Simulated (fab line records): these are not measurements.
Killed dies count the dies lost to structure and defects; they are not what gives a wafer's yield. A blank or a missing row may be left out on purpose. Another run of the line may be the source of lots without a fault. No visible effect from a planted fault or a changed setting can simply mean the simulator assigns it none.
fab line records -- flow gf180mcu
record: lots: 24, wafers: 72, last-day: 34
route steps=602 shown SALICIDE@286 M3@414 V3@450 M4@460 MIM@504
lots with no fault: from the same line, run without faults
start-h: hours from the record's first day to the start of the lot's first wafer shown -- wait-h: hours from the lot's prior step to this one -- " identical to the entry in the row above -- L1.1+2: a row that stands for several wafers -- - value missing, or start not given -- * or withheld: withheld -- < > ~ a bound
route shown NAME@n: names a module that has steps shown in the file, with the first one's number in the route -- usual: average and standard deviation across the fault-free wafers -- same: alike in all rows -- chamber/n: place in a boat -- sites: the reading at each site -- _std_site: how widely they spread, as a standard deviation -- _edge_site: the outer-site mean with the inner-site mean subtracted -- radius-mm: how far each site lies from the wafer's centre -- mask NAME#n: copy n -- behind: tool/chamber where the wafer was last shaped -- hold: what put the lot on hold/how long, in hours/how the hold closed -- device: which transistor (n, p or np) failed to switch -- end of line: the tests these same wafers got at the end of their route -- for a step that has no rows: nothing shown but its recipe -- killed: dies that structure and defects cost at the first sort, which is not the same as the wafer's yield -- map: dies across one wafer; x = killed, . = not, _ = none there
set.NAME: the run value of the setting; set.NAME@STEP: its run value at that earlier step -- model.NAME: the simulator's own value behind a step, which no gauge read
route steps across a sampled set of lots; one table per step, one row per wafer
services: when a tool's chamber went out of use (start-h, in hours from the record's first day, below 0 if earlier), for how many hours, and the reason
== steps ==
step: GF_SALICIDE_RTA_08
recipe: temp-c: 800, time-s: 30, ambient: N2
usual: anneal-temp-c-max: 803.4/0.92, lamp-power-pct: 15.5/0.84, wafer_temp_C_max: 802.9/1.1
lot.wafer,tool,chamber,start-h,wait-h,anneal-temp-c-max,lamp-power-pct,wafer_temp_C_max
L074.4,rtp-anneal-01,0,347.10,0.1,803.6,16.2,804.4
L074.5,rtp-anneal-01,0,347.10,0.1,804.7,16.2,804.2
L074.6,rtp-anneal-01,0,347.10,0.1,804.0,16.2,803.4
L075.3,rtp-anneal-02,0,349.03,0.0,803.0,14.5,801.9
L075.4,rtp-anneal-02,0,349.03,0.0,802.7,14.5,802.8
L075.5,rtp-anneal-02,0,349.03,0.0,801.8,14.5,801.5
L077.3,rtp-anneal-01,0,372.02,0.0,804.0,16.2,803.2
L077.4,rtp-anneal-01,0,372.02,0.0,803.2,16.2,802.7
L077.6,rtp-anneal-01,0,372.02,0.0,803.6,16.2,803.7
L076.2,rtp-anneal-01,0,372.30,0.0,804.1,16.2,803.9
L076.4,rtp-anneal-01,0,372.30,0.0,803.0,16.2,804.7
L076.5,rtp-anneal-01,0,372.30,0.0,804.2,16.2,802.6
L078.3,rtp-anneal-01,0,374.58,0.0,805.4,16.2,803.6
L078.5,rtp-anneal-01,0,374.58,0.0,804.9,16.2,803.7
L078.6,rtp-anneal-01,0,374.58,0.0,803.9,16.2,803.2
L079.3,rtp-anneal-01,0,392.16,0.0,804.6,16.2,803.3
L079.5,rtp-anneal-01,0,392.16,0.0,804.7,16.2,802.2
L079.6,rtp-anneal-01,0,392.16,0.0,802.8,16.2,803.2
L080.1,rtp-anneal-01,0,392.81,0.0,804.0,16.2,803.4
L080.3,rtp-anneal-01,0,392.81,0.0,804.3,16.2,802.9
L080.6,rtp-anneal-01,0,392.81,0.0,803.5,16.2,803.2
L081.2,rtp-anneal-02,0,403.78,0.0,801.8,14.5,801.2
L081.3,rtp-anneal-02,0,403.78,0.0,802.5,14.5,802.1
L081.6,rtp-anneal-02,0,403.78,0.0,803.3,14.5,801.5
L082.3,rtp-anneal-01,0,410.01,0.0,803.2,16.2,803.7
L082.4,rtp-anneal-01,0,410.01,0.0,804.7,16.2,804.1
L082.6,rtp-anneal-01,0,410.01,0.0,803.9,16.2,804.4
L083.3,rtp-anneal-02,0,418.25,0.0,802.3,14.5,802.5
L083.4,rtp-anneal-02,0,418.25,0.0,802.7,14.5,802.0
L083.5,rtp-anneal-02,0,418.25,0.0,802.7,14.5,801.3
L084.1,rtp-anneal-02,0,423.28,0.0,803.4,14.5,802.1
L084.5,rtp-anneal-02,0,423.28,0.0,802.7,14.5,801.8
L084.6,rtp-anneal-02,0,423.28,0.0,802.0,14.5,802.1
L085.1,rtp-anneal-02,0,438.04,0.0,802.6,14.5,801.5
L085.4,rtp-anneal-02,0,438.04,0.0,802.4,14.5,801.7
L085.6,rtp-anneal-02,0,438.04,0.0,803.4,14.5,802.6
L086.1,rtp-anneal-02,0,440.94,0.0,803.3,14.5,801.3
L086.4,rtp-anneal-02,0,440.94,0.0,802.4,14.5,801.9
L086.5,rtp-anneal-02,0,440.94,0.0,802.5,14.5,801.8
L087.2,rtp-anneal-01,0,453.81,0.0,803.7,16.2,805.0
L087.3,rtp-anneal-01,0,453.81,0.0,804.5,16.2,803.5
L087.4,rtp-anneal-01,0,453.81,0.0,804.2,16.2,803.6
L088.1,rtp-anneal-01,0,463.45,0.0,804.5,16.2,803.6
L088.2,rtp-anneal-01,0,463.45,0.0,805.2,16.2,803.8
L088.3,rtp-anneal-01,0,463.45,0.0,804.4,16.2,803.0
L089.2,rtp-anneal-01,0,465.64,0.0,805.3,16.2,803.9
L089.3,rtp-anneal-01,0,465.64,0.0,803.6,16.2,802.9
L089.4,rtp-anneal-01,0,465.64,0.0,803.9,16.2,802.7
L090.3,rtp-anneal-02,0,476.03,0.0,802.1,14.5,801.5
L090.4,rtp-anneal-02,0,476.03,0.0,802.1,14.5,801.5
L090.5,rtp-anneal-02,0,476.03,0.0,801.9,14.5,802.0
L091.1,rtp-anneal-01,0,485.67,0.0,805.6,16.2,802.7
L091.2,rtp-anneal-01,0,485.67,0.0,804.4,16.2,804.2
L091.4,rtp-anneal-01,0,485.67,0.0,804.7,16.2,803.9
L092.2,rtp-anneal-02,0,497.24,0.0,803.3,14.5,801.9
L092.4,rtp-anneal-02,0,497.24,0.0,802.5,14.5,802.0
L092.6,rtp-anneal-02,0,497.24,0.0,802.6,14.5,802.5
L093.1,rtp-anneal-02,0,502.22,0.0,801.7,14.5,801.4
L093.4,rtp-anneal-02,0,502.22,0.0,803.2,14.5,801.3
L093.5,rtp-anneal-02,0,502.22,0.0,803.1,14.5,801.8
L094.2,rtp-anneal-01,0,512.69,0.0,805.8,16.2,804.3
L094.4,rtp-anneal-01,0,512.69,0.0,804.8,16.2,804.2
L094.5,rtp-anneal-01,0,512.69,0.0,803.9,16.2,803.2
L095.2,rtp-anneal-01,0,522.49,0.0,804.2,16.2,803.2
L095.4,rtp-anneal-01,0,522.49,0.0,804.3,16.2,803.4
L095.5,rtp-anneal-01,0,522.49,0.0,803.4,16.2,803.7
L096.3,rtp-anneal-02,0,526.91,0.1,802.7,14.5,802.0
L096.4,rtp-anneal-02,0,526.91,0.1,803.6,14.5,801.9
L096.6,rtp-anneal-02,0,526.91,0.1,802.3,14.5,802.3
L097.1,rtp-anneal-01,0,536.48,0.0,803.0,16.2,804.1
L097.3,rtp-anneal-01,0,536.48,0.0,803.7,16.2,803.5
L097.4,rtp-anneal-01,0,536.48,0.0,803.3,16.2,804.2
step: GF_M3_RS_MEAS_05
recipe: thk-meas-gauge: four-point-probe, reads: TiN_of_M3_SPUTTER_04+Ti_of_M3_SPUTTER_03+AlCu_of_M3_SPUTTER_02+TiN_of_M3_SPUTTER_01+Ti_of_M3_SPUTTER_00
usual: M3_ALCU_RS: 0.0700/0.00082
lot.wafer,tool,chamber,start-h,wait-h,M3_ALCU_RS[ohm/sq]
L074.4,film-metro-04,-,472.07,0.1,0.0697
L074.5,film-metro-04,-,472.07,0.1,0.0694
L074.6,film-metro-04,-,472.07,0.1,0.0703
L075.3,film-metro-01,-,473.93,0.1,0.0698
L075.4,film-metro-01,-,473.93,0.1,0.0705
L075.5,film-metro-01,-,473.93,0.1,0.0704
L077.3,film-metro-03,-,498.69,0.1,0.0707
L077.4,film-metro-03,-,498.69,0.1,0.0702
L077.6,film-metro-03,-,498.69,0.1,0.0703
L076.2,film-metro-03,-,499.32,0.0,0.0703
L076.4,film-metro-03,-,499.32,0.0,0.0698
L076.5,film-metro-03,-,499.32,0.0,0.0705
L078.3,film-metro-03,-,501.61,0.1,0.0689
L078.5,film-metro-03,-,501.61,0.1,0.0696
L078.6,film-metro-03,-,501.61,0.1,0.0684
L079.3,film-metro-04,-,519.11,0.1,0.0710
L079.5,film-metro-04,-,519.11,0.1,0.0716
L079.6,film-metro-04,-,519.11,0.1,0.0718
L080.1,film-metro-01,-,521.35,0.0,0.0698
L080.3,film-metro-01,-,521.35,0.0,0.0693
L080.6,film-metro-01,-,521.35,0.0,0.0690
L081.2,film-metro-01,-,532.19,0.0,0.0696
L081.3,film-metro-01,-,532.19,0.0,0.0705
L081.6,film-metro-01,-,532.19,0.0,0.0697
L082.3,film-metro-04,-,536.73,0.1,0.0701
L082.4,film-metro-04,-,536.73,0.1,0.0718
L082.6,film-metro-04,-,536.73,0.1,0.0706
L083.3,film-metro-03,-,544.33,0.1,0.0700
L083.4,film-metro-03,-,544.33,0.1,0.0698
L083.5,film-metro-03,-,544.33,0.1,0.0703
L084.1,film-metro-03,-,550.09,0.0,0.0703
L084.5,film-metro-03,-,550.09,0.0,0.0715
L084.6,film-metro-03,-,550.09,0.0,0.0713
L085.1,film-metro-03,-,564.62,0.0,0.0689
L085.4,film-metro-03,-,564.62,0.0,0.0682
L085.6,film-metro-03,-,564.62,0.0,0.0695
L086.1,film-metro-04,-,566.90,0.0,0.0700
L086.4,film-metro-04,-,566.90,0.0,0.0699
L086.5,film-metro-04,-,566.90,0.0,0.0705
L087.2,film-metro-04,-,578.68,0.0,0.0696
L087.3,film-metro-04,-,578.68,0.0,0.0692
L087.4,film-metro-04,-,578.68,0.0,0.0705
L088.1,film-metro-04,-,586.91,0.0,0.0702
L088.2,film-metro-04,-,586.91,0.0,0.0703
L088.3,film-metro-04,-,586.91,0.0,0.0717
L089.2,film-metro-03,-,589.00,0.0,0.0694
L089.3,film-metro-03,-,589.00,0.0,0.0684
L089.4,film-metro-03,-,589.00,0.0,0.0700
L090.3,film-metro-04,-,597.91,0.1,0.0700
L090.4,film-metro-04,-,597.91,0.1,0.0706
L090.5,film-metro-04,-,597.91,0.1,0.0697
L091.1,film-metro-03,-,605.43,0.0,0.0696
L091.2,film-metro-03,-,605.43,0.0,0.0678
L091.4,film-metro-03,-,605.43,0.0,0.0694
L092.2,film-metro-01,-,616.83,0.0,0.0685
L092.4,film-metro-01,-,616.83,0.0,0.0696
L092.6,film-metro-01,-,616.83,0.0,0.0699
L093.1,film-metro-01,-,621.49,0.0,0.0697
L093.4,film-metro-01,-,621.49,0.0,0.0700
L093.5,film-metro-01,-,621.49,0.0,0.0709
L094.2,film-metro-04,-,630.03,0.0,0.0699
L094.4,film-metro-04,-,630.03,0.0,0.0708
L094.5,film-metro-04,-,630.03,0.0,0.0704
L095.2,film-metro-04,-,637.22,0.0,0.0696
L095.4,film-metro-04,-,637.22,0.0,0.0696
L095.5,film-metro-04,-,637.22,0.0,0.0683
L096.3,film-metro-04,-,642.10,0.1,0.0701
L096.4,film-metro-04,-,642.10,0.1,0.0711
L096.6,film-metro-04,-,642.10,0.1,0.0699
L097.1,film-metro-01,-,648.89,0.0,0.0699
L097.3,film-metro-01,-,648.89,0.0,0.0695
L097.4,film-metro-01,-,648.89,0.0,0.0699
step: GF_V3_SPUTTER_21
recipe: material: Ti, target-thk-nm: 15, chamber-pressure-pa: 5, power-w: 2500, substrate-temp-c: 200, time-s: 80.02
usual: throttle-valve-pct: 29.9/1.2
lot.wafer,tool,chamber,start-h,wait-h,throttle-valve-pct
L074.4,pvd-sputter-03,-,521.97,0.0,30.2
L074.5,pvd-sputter-03,-,521.97,0.0,30.1
L074.6,pvd-sputter-03,-,521.97,0.0,29.9
L075.3,pvd-sputter-02,-,524.44,0.0,32.4
L075.4,pvd-sputter-02,-,524.44,0.0,29.6
L075.5,pvd-sputter-02,-,524.44,0.0,32.2
L077.3,pvd-sputter-03,-,547.79,0.0,29.7
L077.4,pvd-sputter-03,-,547.79,0.0,29.7
L077.6,pvd-sputter-03,-,547.79,0.0,29.9
L076.2,pvd-sputter-02,-,547.97,0.0,32.1
L076.4,pvd-sputter-02,-,547.97,0.0,27.9
L076.5,pvd-sputter-02,-,547.97,0.0,27.5
L078.3,pvd-sputter-02,-,549.90,0.0,29.0
L078.5,pvd-sputter-02,-,549.90,0.0,29.2
L078.6,pvd-sputter-02,-,549.90,0.0,27.8
L079.3,pvd-sputter-01,-,566.38,0.0,29.0
L079.5,pvd-sputter-01,-,566.38,0.0,30.3
L079.6,pvd-sputter-01,-,566.38,0.0,30.9
L080.1,pvd-sputter-03,-,568.95,0.0,29.9
L080.3,pvd-sputter-03,-,568.95,0.0,30.1
L080.6,pvd-sputter-03,-,568.95,0.0,29.9
L081.2,pvd-sputter-03,-,579.28,0.0,29.4
L081.3,pvd-sputter-03,-,579.28,0.0,31.6
L081.6,pvd-sputter-03,-,579.28,0.0,31.4
L082.3,pvd-sputter-01,-,583.99,0.0,31.2
L082.4,pvd-sputter-01,-,583.99,0.0,30.2
L082.6,pvd-sputter-01,-,583.99,0.0,28.9
L083.3,pvd-sputter-02,-,590.78,0.0,29.2
L083.4,pvd-sputter-02,-,590.78,0.0,29.6
L083.5,pvd-sputter-02,-,590.78,0.0,29.5
L084.1,pvd-sputter-02,-,595.89,0.0,27.9
L084.5,pvd-sputter-02,-,595.89,0.0,32.2
L084.6,pvd-sputter-02,-,595.89,0.0,27.8
L085.1,pvd-sputter-03,-,608.67,0.0,30.1
L085.4,pvd-sputter-03,-,608.67,0.0,29.6
L085.6,pvd-sputter-03,-,608.67,0.0,29.7
L086.1,pvd-sputter-03,-,611.42,0.0,29.5
L086.4,pvd-sputter-03,-,611.42,0.0,31.6
L086.5,pvd-sputter-03,-,611.42,0.0,31.4
L087.2,pvd-sputter-02,-,622.60,0.0,27.9
L087.3,pvd-sputter-02,-,622.60,0.0,32.3
L087.4,pvd-sputter-02,-,622.60,0.0,29.9
L088.1,pvd-sputter-02,-,630.59,0.0,28.1
L088.2,pvd-sputter-02,-,630.59,0.0,29.7
L088.3,pvd-sputter-02,-,630.59,0.0,28.9
L089.2,pvd-sputter-03,-,631.79,0.0,29.5
L089.3,pvd-sputter-03,-,631.79,0.0,30.0
L089.4,pvd-sputter-03,-,631.79,0.0,31.6
L090.3,pvd-sputter-02,-,640.92,0.0,29.9
L090.4,pvd-sputter-02,-,640.92,0.0,29.1
L090.5,pvd-sputter-02,-,640.92,0.0,27.8
L091.1,pvd-sputter-01,-,647.70,0.0,30.0
L091.2,pvd-sputter-01,-,647.70,0.0,31.2
L091.4,pvd-sputter-01,-,647.70,0.0,29.0
L092.2,pvd-sputter-03,-,659.84,0.0,29.8
L092.4,pvd-sputter-03,-,659.84,0.0,29.8
L092.6,pvd-sputter-03,-,659.84,0.0,29.5
L093.1,pvd-sputter-01,-,662.82,0.0,31.0
L093.4,pvd-sputter-01,-,662.82,0.0,31.3
L093.5,pvd-sputter-01,-,662.82,0.0,29.9
L094.2,pvd-sputter-01,-,671.28,0.0,30.9
L094.4,pvd-sputter-01,-,671.28,0.0,30.9
L094.5,pvd-sputter-01,-,671.28,0.0,29.8
L095.2,pvd-sputter-03,-,678.68,0.0,30.3
L095.4,pvd-sputter-03,-,678.68,0.0,29.7
L095.5,pvd-sputter-03,-,678.68,0.0,29.7
L096.3,pvd-sputter-02,-,683.24,0.0,32.0
L096.4,pvd-sputter-02,-,683.24,0.0,27.5
L096.6,pvd-sputter-02,-,683.24,0.0,31.9
L097.1,pvd-sputter-02,-,689.62,0.0,29.4
L097.3,pvd-sputter-02,-,689.62,0.0,28.0
L097.4,pvd-sputter-02,-,689.62,0.0,29.1
step: GF_M4_SPUTTER_04
recipe: material: TiN, target-thk-nm: 50, power-w: 6500, time-s: 41.7, chamber-pressure-pa: 0.4
usual: throttle-valve-pct: 29.9/1.3
lot.wafer,tool,chamber,start-h,wait-h,throttle-valve-pct
L074.4,pvd-sputter-01,-,522.86,0.0,30.0
L074.5,pvd-sputter-01,-,522.86,0.0,28.8
L074.6,pvd-sputter-01,-,522.86,0.0,30.0
L075.3,pvd-sputter-04,-,525.31,0.0,28.1
L075.4,pvd-sputter-04,-,525.31,0.0,29.8
L075.5,pvd-sputter-04,-,525.31,0.0,30.0
L077.3,pvd-sputter-04,-,548.66,0.0,28.2
L077.4,pvd-sputter-04,-,548.66,0.0,29.9
L077.6,pvd-sputter-04,-,548.66,0.0,31.6
L076.2,pvd-sputter-01,-,548.96,0.0,29.8
L076.4,pvd-sputter-01,-,548.96,0.0,30.0
L076.5,pvd-sputter-01,-,548.96,0.0,31.2
L078.3,pvd-sputter-02,-,550.78,0.0,29.4
L078.5,pvd-sputter-02,-,550.78,0.0,27.6
L078.6,pvd-sputter-02,-,550.78,0.0,28.9
L079.3,pvd-sputter-02,-,567.25,0.0,29.2
L079.5,pvd-sputter-02,-,567.25,0.0,32.0
L079.6,pvd-sputter-02,-,567.25,0.0,28.8
L080.1,pvd-sputter-01,-,569.82,0.0,30.1
L080.3,pvd-sputter-01,-,569.82,0.0,29.9
L080.6,pvd-sputter-01,-,569.82,0.0,31.2
L081.2,pvd-sputter-01,-,580.16,0.0,31.0
L081.3,pvd-sputter-01,-,580.16,0.0,30.3
L081.6,pvd-sputter-01,-,580.16,0.0,31.0
L082.3,pvd-sputter-01,-,584.86,0.0,30.0
L082.4,pvd-sputter-01,-,584.86,0.0,29.0
L082.6,pvd-sputter-01,-,584.86,0.0,30.0
L083.3,pvd-sputter-04,-,591.66,0.0,30.1
L083.4,pvd-sputter-04,-,591.66,0.0,28.1
L083.5,pvd-sputter-04,-,591.66,0.0,28.2
L084.1,pvd-sputter-04,-,596.77,0.0,30.3
L084.5,pvd-sputter-04,-,596.77,0.0,30.3
L084.6,pvd-sputter-04,-,596.77,0.0,29.9
L085.1,pvd-sputter-04,-,609.54,0.0,28.5
L085.4,pvd-sputter-04,-,609.54,0.0,31.8
L085.6,pvd-sputter-04,-,609.54,0.0,28.3
L086.1,pvd-sputter-02,-,612.30,0.0,29.8
L086.4,pvd-sputter-02,-,612.30,0.0,29.3
L086.5,pvd-sputter-02,-,612.30,0.0,27.7
L087.2,pvd-sputter-01,-,623.47,0.0,30.3
L087.3,pvd-sputter-01,-,623.47,0.0,29.0
L087.4,pvd-sputter-01,-,623.47,0.0,31.0
L088.1,pvd-sputter-01,-,631.46,0.0,29.0
L088.2,pvd-sputter-01,-,631.46,0.0,29.8
L088.3,pvd-sputter-01,-,631.46,0.0,31.1
L089.2,pvd-sputter-04,-,632.66,0.0,28.4
L089.3,pvd-sputter-04,-,632.66,0.0,30.7
L089.4,pvd-sputter-04,-,632.66,0.0,29.9
L090.3,pvd-sputter-02,-,641.80,0.0,31.9
L090.4,pvd-sputter-02,-,641.80,0.0,29.3
L090.5,pvd-sputter-02,-,641.80,0.0,27.7
L091.1,pvd-sputter-02,-,648.57,0.0,29.7
L091.2,pvd-sputter-02,-,648.57,0.0,32.3
L091.4,pvd-sputter-02,-,648.57,0.0,28.9
L092.2,pvd-sputter-01,-,660.71,0.0,30.1
L092.4,pvd-sputter-01,-,660.71,0.0,30.9
L092.6,pvd-sputter-01,-,660.71,0.0,30.0
L093.1,pvd-sputter-01,-,663.69,0.0,31.1
L093.4,pvd-sputter-01,-,663.69,0.0,30.4
L093.5,pvd-sputter-01,-,663.69,0.0,31.1
L094.2,pvd-sputter-02,-,672.15,0.0,29.0
L094.4,pvd-sputter-02,-,672.15,0.0,27.5
L094.5,pvd-sputter-02,-,672.15,0.0,27.7
L095.2,pvd-sputter-01,-,679.56,0.0,29.2
L095.4,pvd-sputter-01,-,679.56,0.0,31.0
L095.5,pvd-sputter-01,-,679.56,0.0,29.1
L096.3,pvd-sputter-02,-,684.11,0.0,29.1
L096.4,pvd-sputter-02,-,684.11,0.0,29.5
L096.6,pvd-sputter-02,-,684.11,0.0,27.6
L097.1,pvd-sputter-02,-,690.49,0.0,29.9
L097.3,pvd-sputter-02,-,690.49,0.0,29.1
L097.4,pvd-sputter-02,-,690.49,0.0,32.0
step: GF_MIM_SPUTTER_01
recipe: material: TiN, target-thk-nm: 30, power-w: 6500, time-s: 25, chamber-pressure-pa: 0.4
usual: throttle-valve-pct: 30.1/0.93
lot.wafer,tool,chamber,start-h,wait-h,throttle-valve-pct
L074.4,pvd-sputter-03,-,571.62,0.1,29.8
L074.5,pvd-sputter-03,-,571.62,0.1,29.6
L074.6,pvd-sputter-03,-,571.62,0.1,31.6
L075.3,pvd-sputter-01,-,572.83,0.1,31.2
L075.4,pvd-sputter-01,-,572.83,0.1,30.1
L075.5,pvd-sputter-01,-,572.83,0.1,30.1
L077.3,pvd-sputter-01,-,594.92,0.1,29.2
L077.4,pvd-sputter-01,-,594.92,0.1,30.1
L077.6,pvd-sputter-01,-,594.92,0.1,28.8
L076.2,pvd-sputter-03,-,595.61,0.1,31.6
L076.4,pvd-sputter-03,-,595.61,0.1,29.7
L076.5,pvd-sputter-03,-,595.61,0.1,30.0
L078.3,pvd-sputter-04,-,597.63,0.1,28.1
L078.5,pvd-sputter-04,-,597.63,0.1,30.4
L078.6,pvd-sputter-04,-,597.63,0.1,29.9
L079.3,pvd-sputter-01,-,612.94,0.1,30.0
L079.5,pvd-sputter-01,-,612.94,0.1,28.9
L079.6,pvd-sputter-01,-,612.94,0.1,29.8
L080.1,pvd-sputter-03,-,614.83,0.1,31.4
L080.3,pvd-sputter-03,-,614.83,0.1,29.4
L080.6,pvd-sputter-03,-,614.83,0.1,29.4
L081.2,pvd-sputter-04,-,624.99,0.1,30.0
L081.3,pvd-sputter-04,-,624.99,0.1,31.5
L081.6,pvd-sputter-04,-,624.99,0.1,31.8
L082.3,pvd-sputter-03,-,629.68,0.1,30.0
L082.4,pvd-sputter-03,-,629.68,0.1,29.8
L082.6,pvd-sputter-03,-,629.68,0.1,31.5
L083.3,pvd-sputter-01,-,636.06,0.1,29.9
L083.4,pvd-sputter-01,-,636.06,0.1,30.1
L083.5,pvd-sputter-01,-,636.06,0.1,30.0
L084.1,pvd-sputter-03,-,640.77,0.1,30.1
L084.5,pvd-sputter-03,-,640.77,0.1,30.0
L084.6,pvd-sputter-03,-,640.77,0.1,29.5
L085.1,pvd-sputter-03,-,653.19,0.1,29.8
L085.4,pvd-sputter-03,-,653.19,0.1,31.6
L085.6,pvd-sputter-03,-,653.19,0.1,29.6
L086.1,pvd-sputter-03,-,656.71,0.1,29.8
L086.4,pvd-sputter-03,-,656.71,0.1,29.5
L086.5,pvd-sputter-03,-,656.71,0.1,30.1
L087.2,pvd-sputter-03,-,665.43,0.1,29.6
L087.3,pvd-sputter-03,-,665.43,0.1,29.6
L087.4,pvd-sputter-03,-,665.43,0.1,31.5
L088.1,pvd-sputter-03,-,672.67,0.1,30.1
L088.2,pvd-sputter-03,-,672.67,0.1,29.6
L088.3,pvd-sputter-03,-,672.67,0.1,29.4
L089.2,pvd-sputter-04,-,674.81,0.1,30.1
L089.3,pvd-sputter-04,-,674.81,0.1,31.7
L089.4,pvd-sputter-04,-,674.81,0.1,29.6
L090.3,pvd-sputter-04,-,683.34,0.1,29.8
L090.4,pvd-sputter-04,-,683.34,0.1,28.7
L090.5,pvd-sputter-04,-,683.34,0.1,28.1
L091.1,pvd-sputter-01,-,689.71,0.1,30.7
L091.2,pvd-sputter-01,-,689.71,0.1,29.8
L091.4,pvd-sputter-01,-,689.71,0.1,30.2
L092.2,pvd-sputter-03,-,703.07,0.1,29.4
L092.4,pvd-sputter-03,-,703.07,0.1,29.8
L092.6,pvd-sputter-03,-,703.07,0.1,29.9
L093.1,pvd-sputter-03,-,705.31,0.1,30.2
L093.4,pvd-sputter-03,-,705.31,0.1,31.7
L093.5,pvd-sputter-03,-,705.31,0.1,29.7
L094.2,pvd-sputter-04,-,712.91,0.1,30.4
L094.4,pvd-sputter-04,-,712.91,0.1,31.6
L094.5,pvd-sputter-04,-,712.91,0.1,30.4
L095.2,pvd-sputter-03,-,720.05,0.1,31.3
L095.4,pvd-sputter-03,-,720.05,0.1,29.7
L095.5,pvd-sputter-03,-,720.05,0.1,29.9
L096.3,pvd-sputter-04,-,724.65,0.1,29.9
L096.4,pvd-sputter-04,-,724.65,0.1,28.4
L096.6,pvd-sputter-04,-,724.65,0.1,28.3
L097.1,pvd-sputter-01,-,729.63,0.1,31.0
L097.3,pvd-sputter-01,-,729.63,0.1,29.8
L097.4,pvd-sputter-01,-,729.63,0.1,28.6
step: GF_MIM_SPUTTER_03
recipe: material: Ti, target-thk-nm: 10, substrate-temp-c: 300, chamber-pressure-pa: 0.3, power-w: 3000, time-s: 6.7
usual: throttle-valve-pct: 30.1/0.91
lot.wafer,tool,chamber,start-h,wait-h,throttle-valve-pct
L074.4,pvd-sputter-03,-,571.68,0.0,29.6
L074.5,pvd-sputter-03,-,571.68,0.0,29.5
L074.6,pvd-sputter-03,-,571.68,0.0,31.5
L075.3,pvd-sputter-01,-,572.89,0.0,31.0
L075.4,pvd-sputter-01,-,572.89,0.0,30.0
L075.5,pvd-sputter-01,-,572.89,0.0,30.0
L077.3,pvd-sputter-01,-,594.99,0.0,29.1
L077.4,pvd-sputter-01,-,594.99,0.0,30.0
L077.6,pvd-sputter-01,-,594.99,0.0,29.1
L076.2,pvd-sputter-03,-,595.67,0.0,31.3
L076.4,pvd-sputter-03,-,595.67,0.0,29.7
L076.5,pvd-sputter-03,-,595.67,0.0,30.1
L078.3,pvd-sputter-04,-,597.69,0.0,28.4
L078.5,pvd-sputter-04,-,597.69,0.0,30.4
L078.6,pvd-sputter-04,-,597.69,0.0,29.6
L079.3,pvd-sputter-01,-,613.00,0.0,29.8
L079.5,pvd-sputter-01,-,613.00,0.0,28.9
L079.6,pvd-sputter-01,-,613.00,0.0,29.9
L080.1,pvd-sputter-03,-,614.89,0.0,31.5
L080.3,pvd-sputter-03,-,614.89,0.0,29.6
L080.6,pvd-sputter-03,-,614.89,0.0,29.4
L081.2,pvd-sputter-04,-,625.05,0.0,30.4
L081.3,pvd-sputter-04,-,625.05,0.0,31.8
L081.6,pvd-sputter-04,-,625.05,0.0,31.6
L082.3,pvd-sputter-03,-,629.74,0.0,30.2
L082.4,pvd-sputter-03,-,629.74,0.0,30.0
L082.6,pvd-sputter-03,-,629.74,0.0,31.5
L083.3,pvd-sputter-01,-,636.12,0.0,30.1
L083.4,pvd-sputter-01,-,636.12,0.0,29.8
L083.5,pvd-sputter-01,-,636.12,0.0,30.0
L084.1,pvd-sputter-03,-,640.83,0.0,29.9
L084.5,pvd-sputter-03,-,640.83,0.0,30.1
L084.6,pvd-sputter-03,-,640.83,0.0,29.5
L085.1,pvd-sputter-03,-,653.25,0.0,29.6
L085.4,pvd-sputter-03,-,653.25,0.0,31.5
L085.6,pvd-sputter-03,-,653.25,0.0,29.9
L086.1,pvd-sputter-03,-,656.77,0.0,29.6
L086.4,pvd-sputter-03,-,656.77,0.0,29.6
L086.5,pvd-sputter-03,-,656.77,0.0,30.0
L087.2,pvd-sputter-03,-,665.49,0.0,29.6
L087.3,pvd-sputter-03,-,665.49,0.0,30.3
L087.4,pvd-sputter-03,-,665.49,0.0,31.5
L088.1,pvd-sputter-03,-,672.73,0.0,29.9
L088.2,pvd-sputter-03,-,672.73,0.0,29.8
L088.3,pvd-sputter-03,-,672.73,0.0,29.6
L089.2,pvd-sputter-04,-,674.87,0.0,30.6
L089.3,pvd-sputter-04,-,674.87,0.0,31.5
L089.4,pvd-sputter-04,-,674.87,0.0,29.5
L090.3,pvd-sputter-04,-,683.40,0.0,30.0
L090.4,pvd-sputter-04,-,683.40,0.0,28.6
L090.5,pvd-sputter-04,-,683.40,0.0,28.5
L091.1,pvd-sputter-01,-,689.77,0.0,30.8
L091.2,pvd-sputter-01,-,689.77,0.0,30.0
L091.4,pvd-sputter-01,-,689.77,0.0,30.0
L092.2,pvd-sputter-03,-,703.13,0.0,29.4
L092.4,pvd-sputter-03,-,703.13,0.0,29.6
L092.6,pvd-sputter-03,-,703.13,0.0,29.9
L093.1,pvd-sputter-03,-,705.37,0.0,30.1
L093.4,pvd-sputter-03,-,705.37,0.0,31.7
L093.5,pvd-sputter-03,-,705.37,0.0,29.5
L094.2,pvd-sputter-04,-,712.97,0.0,30.2
L094.4,pvd-sputter-04,-,712.97,0.0,31.6
L094.5,pvd-sputter-04,-,712.97,0.0,30.2
L095.2,pvd-sputter-03,-,720.11,0.0,31.6
L095.4,pvd-sputter-03,-,720.11,0.0,29.6
L095.5,pvd-sputter-03,-,720.11,0.0,30.1
L096.3,pvd-sputter-04,-,724.71,0.0,29.6
L096.4,pvd-sputter-04,-,724.71,0.0,28.6
L096.6,pvd-sputter-04,-,724.71,0.0,28.5
L097.1,pvd-sputter-01,-,729.69,0.0,31.2
L097.3,pvd-sputter-01,-,729.69,0.0,30.2
L097.4,pvd-sputter-01,-,729.69,0.0,28.9
== services ==
tool,chamber,start-h,hours,kind
pvd-sputter-03,-,324.34,0.8,repair
pvd-sputter-02,-,339.24,0.7,repair
pvd-sputter-03,-,356.40,5.0,repair
pvd-sputter-03,-,384.22,0.6,repair
pvd-sputter-03,-,396.16,0.6,repair
pvd-sputter-04,-,416.99,0.9,repair
pvd-sputter-04,-,447.57,3.8,repair
pvd-sputter-02,-,455.34,1.2,repair
pvd-sputter-02,-,472.70,2.2,repair
pvd-sputter-04,-,483.78,3.3,repair
pvd-sputter-01,0,506.21,-,consumable-replace:kit
pvd-sputter-01,0,506.21,18.0,scheduled-down
pvd-sputter-01,0,506.21,18.0,vent-cycle
pvd-sputter-02,-,538.50,0.5,repair
pvd-sputter-03,-,573.85,4.6,repair
pvd-sputter-02,-,577.26,9.2,repair
pvd-sputter-03,3,580.96,-,consumable-replace:kit
pvd-sputter-03,3,580.96,18.0,scheduled-down
pvd-sputter-03,3,580.96,18.0,vent-cycle
rtp-anneal-02,-,582.61,1.4,pm
pvd-sputter-01,-,589.15,3.4,repair
pvd-sputter-03,-,612.79,1.5,repair
pvd-sputter-01,-,650.97,0.6,repair
pvd-sputter-03,-,680.38,3.9,repair
== key ==
fault none
